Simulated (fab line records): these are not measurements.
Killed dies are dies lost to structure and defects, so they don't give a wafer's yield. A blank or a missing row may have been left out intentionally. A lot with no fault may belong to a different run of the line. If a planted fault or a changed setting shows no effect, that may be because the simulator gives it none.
Which tool is to blame?    flow sky130    Sampling: 24 lots, 72 wafers, 5 of 708 route steps

WHAT THE GAUGES SHOWED, per wafer
SKY_CONTACT_BOW_MEAS_05. Usual: for CONTACT_BOW the level is 83 um and the standard deviation is 7.7.
lot   measured      on             CONTACT_BOW (um)  flag
L074  day 30 21:21  film_metro-03  80 87 68          
L075  day 31 13:36  film_metro-02  90 84 77          
L076  day 31 17:38  film_metro-04  88 87 96          
L077  day 32 00:17  film_metro-02  82 79 84          
L078  day 32 14:19  film_metro-02  82 86 92          
L079  day 32 14:57  film_metro-03  83 83 78          
L080  day 33 11:31  film_metro-03  92 80 82          
L081  day 33 12:25  film_metro-03  78 85 84          
L082  day 33 23:21  film_metro-02  95 79 73          
L083  day 34 00:22  film_metro-04  78 77 88          
L084  day 34 22:29  film_metro-04  88 85 91          
L085  day 35 00:07  film_metro-03  83 97 83          
L086  day 35 10:10  film_metro-04  80 88 85          
L087  day 35 10:59  film_metro-03  81 84 82          
L088  day 35 14:41  film_metro-03  71 74 72          
L089  day 35 17:34  film_metro-03  72 74 73          
L090  day 35 21:52  film_metro-03  61 71 84          
L091  day 35 21:59  film_metro-04  91 87 80          
L092  day 36 16:52  film_metro-03  85 93 95          
L093  day 36 19:40  film_metro-04  87 83 87          
L094  day 37 03:20  film_metro-02  79 84 83          
L096  day 37 06:56  film_metro-03  81 88 94          
L095  day 37 09:13  film_metro-02  88 84 90          
L097  day 38 01:01  film_metro-04  81 83 81          

SKY_METAL2_RS_MEAS_05: measurement is done with a four-point probe. Usual: for METAL2_ALCU_RS the level is 0.1268 ohm/sq and the standard deviation is 0.0012.
lot   measured      on             METAL2_ALCU_RS (ohm/sq)  flag
L074  day 34 11:46  film_metro-01  0.1283 0.1275 0.1269     
L075  day 35 02:02  film_metro-02  0.1273 0.1268 0.1286     
L076  day 35 06:33  film_metro-03  0.1266 0.1274 0.1270     
L077  day 35 13:43  film_metro-03  0.1274 0.1272 0.1271     
L078  day 36 03:35  film_metro-03  0.1289 0.1288 0.1287     
L079  day 36 04:29  film_metro-03  0.1265 0.1258 0.1271     
L080  day 37 01:04  film_metro-03  0.1276 0.1274 0.1253     
L081  day 37 01:11  film_metro-01  0.1239 0.1256 0.1250     
L082  day 37 11:34  film_metro-03  0.1253 0.1258 0.1261     
L083  day 37 13:53  film_metro-03  0.1270 0.1257 0.1276     
L084  day 38 09:34  film_metro-03  0.1282 0.1282 0.1277     
L085  day 38 11:55  film_metro-01  0.1278 0.1265 0.1265     
L086  day 38 21:05  film_metro-01  0.1270 0.1261 0.1271     
L087  day 38 22:40  film_metro-03  0.1256 0.1242 0.1242     
L088  day 39 01:08  film_metro-03  0.1293 0.1290 0.1289     
L089  day 39 04:28  film_metro-03  0.1267 0.1268 0.1263     
L090  day 39 08:54  film_metro-03  0.1265 0.1261 0.1251     
L091  day 39 09:15  film_metro-02  0.1265 0.1280 0.1276     
L092  day 40 01:11  film_metro-03  0.1249 0.1245 0.1251     
L093  day 40 04:22  film_metro-02  0.1263 0.1278 0.1273     
L094  day 40 11:57  film_metro-01  0.1271 0.1262 0.1256     
L096  day 40 14:34  film_metro-03  0.1274 0.1279 0.1270     
L095  day 40 16:34  film_metro-03  0.1257 0.1259 0.1263     
L097  day 41 07:53  film_metro-01  0.1280 0.1279 0.1268     

SKY_METAL2_CD_MEAS_15: target cd 140 nm. Usual: cd_nm reads 139.7 nm (standard deviation 1.4).
lot   measured      on         cd_nm (nm)         flag
L074  day 35 14:40  cd_sem-01  139.8 140.4 141.0  
L075  day 36 04:47  cd_sem-02  141.9 140.8 141.0  
L076  day 36 09:26  cd_sem-02  138.2 138.2 136.9  
L077  day 36 15:40  cd_sem-02  141.4 139.3 139.7  
L078  day 37 05:54  cd_sem-02  138.7 140.0 140.2  
L079  day 37 07:08  cd_sem-02  139.5 138.0 139.9  
L080  day 38 02:52  cd_sem-01  139.5 138.8 140.6  
L081  day 38 03:17  cd_sem-02  141.5 143.0 142.8  
L082  day 38 13:10  cd_sem-01  141.6 142.4 141.4  
L083  day 38 15:25  cd_sem-02  139.0 137.5 138.3  
L084  day 39 09:55  cd_sem-01  139.3 139.0 138.3  
L085  day 39 12:13  cd_sem-01  138.3 139.4 138.7  
L086  day 39 21:04  cd_sem-01  139.6 139.6 140.3  
L087  day 39 22:47  cd_sem-01  138.0 138.4 138.7  
L088  day 40 01:23  cd_sem-01  136.8 140.0 137.9  
L089  day 40 05:09  cd_sem-01  140.6 140.3 138.5  
L090  day 40 08:59  cd_sem-01  141.3 140.4 141.7  
L091  day 40 09:20  cd_sem-02  138.5 138.0 138.8  
L092  day 41 01:01  cd_sem-01  140.7 138.9 138.9  
L093  day 41 05:11  cd_sem-01  139.1 140.0 138.6  
L094  day 41 12:29  cd_sem-02  140.0 139.3 140.1  
L096  day 41 14:38  cd_sem-02  138.1 139.3 139.4  
L095  day 41 16:40  cd_sem-01  139.1 138.6 136.6  
L097  day 42 07:37  cd_sem-02  141.7 140.7 143.1  

SKY_CAPM_OVL_MEAS_12. Usual: for CAPM_OVL the level is 1.2 nm and the standard deviation is 1.4.
lot   measured      on          CAPM_OVL (nm)   flag
L074  day 37 22:16  overlay-02  1.6 1.7 1.1     
L075  day 38 12:46  overlay-01  0.3 1.5 -2.3    
L076  day 38 16:01  overlay-01  2.2 1.0 1.4     
L077  day 38 22:08  overlay-01  2.7 2.5 3.4     
L078  day 39 11:34  overlay-01  1.5 1.2 2.3     
L079  day 39 12:26  overlay-01  2.0 -0.2 2.1    
L080  day 40 07:25  overlay-02  3.4 2.0 3.4     
L081  day 40 08:01  overlay-01  0.8 -0.5 -0.6   
L082  day 40 16:41  overlay-02  1.2 1.3 -0.8    
L083  day 40 19:19  overlay-01  0.6 2.4 0.0     
L084  day 41 12:41  overlay-01  0.3 -0.7 -0.3   
L085  day 41 15:37  overlay-02  1.3 1.4 1.0     
L086  day 42 00:44  overlay-01  3.0 5.7 2.2     
L087  day 42 01:58  overlay-02  2.7 2.1 2.9     
L088  day 42 04:56  overlay-01  -1.2 0.9 -0.5   
L089  day 42 08:16  overlay-02  0.5 4.1 1.4     
L090  day 42 11:52  overlay-01  -1.6 -1.5 -1.7  
L091  day 42 12:10  overlay-02  1.6 1.0 1.5     
L092  day 43 03:01  overlay-02  1.2 2.7 1.7     
L093  day 43 07:13  overlay-01  -0.1 0.7 0.7    
L094  day 43 13:39  overlay-02  1.3 1.6 2.6     
L096  day 43 16:14  overlay-02  1.4 1.2 0.6     
L095  day 43 17:49  overlay-01  0.2 1.7 -1.2    
L097  day 44 08:56  overlay-01  1.6 2.6 0.7     

WHICH TOOL RAN EACH LOT (tool, then ch and the chambers of the sampled wafers, then the start)
lot   SKY_METAL2_METAL_ETCH_19
L074  rie_metal-02 ch 0,1, day 35 14:55
L075  rie_metal-01 ch 0,1, day 36 05:02
L076  rie_metal-03 ch 0,1, day 36 09:41
L077  rie_metal-01 ch 0,1, day 36 15:53
L078  rie_metal-01 ch 0,1, day 37 06:08
L079  rie_metal-03 ch 0,1, day 37 07:23
L080  rie_metal-03 ch 0,1, day 38 03:07
L081  rie_metal-02 ch 0,1, day 38 03:31
L082  rie_metal-03 ch 0,1, day 38 13:24
L083  rie_metal-01 ch 0,1, day 38 15:39
L084  rie_metal-03 ch 0,1, day 39 10:09
L085  rie_metal-01 ch 0,1, day 39 12:28
L086  rie_metal-01 ch 0,1, day 39 21:19
L087  rie_metal-02 ch 0,1, day 39 23:02
L088  rie_metal-01 ch 0,1, day 40 01:37
L089  rie_metal-01 ch 1, day 40 05:23
L090  rie_metal-02 ch 0,1, day 40 09:14
L091  rie_metal-03 ch 0,1, day 40 09:35
L092  rie_metal-03 ch 0, day 41 01:16
L093  rie_metal-02 ch 0,1, day 41 05:26
L094  rie_metal-03 ch 0,1, day 41 12:42
L096  rie_metal-02 ch 0,1, day 41 14:52
L095  rie_metal-03 ch 0,1, day 41 16:55
L097  rie_metal-02 ch 0,1, day 42 07:52
- SKY_METAL2_METAL_ETCH_19: etches the open film in Cl2/BCl3, stops on SiO2, target depth 360 nm, time 78 s.

AS READ BY THE TOOLS THEMSELVES (means over the sampled wafers that have a number; for cases with no such wafer, the mark the record gives instead)
SKY_METAL2_METAL_ETCH_19. Usual: chamber_pressure_mTorr 10.001 mTorr, standard deviation 0.0086; drypump_motor_current_A 5.8 A, standard deviation 0.61; oes_product_au 0.855 a.u., standard deviation 0.0053; throttle_valve_pct 22.263 %, standard deviation 0.0091.
lot   tool          chamber_pressure_mTorr (mTorr)  drypump_motor_current_A (A)  oes_product_au (a.u.)  throttle_valve_pct (%)  flag
L074  rie_metal-02  9.994                           5.2                          0.856                  22.254                  
L075  rie_metal-01  9.994                           6.3                          0.852                  22.269                  
L076  rie_metal-03  10.000                          5.9                          0.849                  22.252                  
L077  rie_metal-01  9.993                           6.3                          0.853                  22.258                  
L078  rie_metal-01  10.001                          6.3                          0.851                  22.264                  
L079  rie_metal-03  10.002                          6.0                          0.856                  22.265                  
L080  rie_metal-03  10.005                          6.0                          0.857                  22.252                  
L081  rie_metal-02  9.994                           5.2                          0.860                  22.251                  
L082  rie_metal-03  10.001                          6.0                          0.857                  22.265                  
L083  rie_metal-01  10.013                          6.4                          0.855                  22.268                  
L084  rie_metal-03  10.006                          5.6                          0.852                  22.258                  
L085  rie_metal-01  9.997                           6.3                          0.853                  22.265                  
L086  rie_metal-01  10.003                          6.4                          0.858                  22.266                  
L087  rie_metal-02  10.000                          5.2                          0.862                  22.263                  
L088  rie_metal-01  10.009                          6.3                          0.849                  22.260                  
L089  rie_metal-01  10.001                          6.2                          0.859                  22.268                  
L090  rie_metal-02  10.001                          5.2                          0.862                  22.260                  
L091  rie_metal-03  9.997                           6.0                          0.855                  22.267                  
L092  rie_metal-03  9.999                           6.4                          0.856                  22.262                  
L093  rie_metal-02  10.000                          5.2                          0.854                  22.266                  
L094  rie_metal-03  10.005                          6.0                          0.856                  22.264                  
L096  rie_metal-02  10.000                          5.2                          0.854                  22.262                  
L095  rie_metal-03  10.008                          5.6                          0.861                  22.268                  
L097  rie_metal-02  10.002                          5.2                          0.853                  22.262                  

THE ANSWER, worked out from the rows above alone
Rule: lot off if the mean of its wafers having a number is beyond 3 standard deviations from the usual mean. Also off: a lot with no number at a reading for which 4 or more lots have one. Any other lot the step has rows for is counted as sound. The gauges are gone through in route order, then the tools' own readings, and for those a lot's mean is taken as printed above. The first step at which some lot is off is used, and at that step the reading that is off furthest; a lot without a number counts as furthest.
Nothing can be told from this: no lot is off at any reading shown.

WHAT THE SIMULATOR PUT IN
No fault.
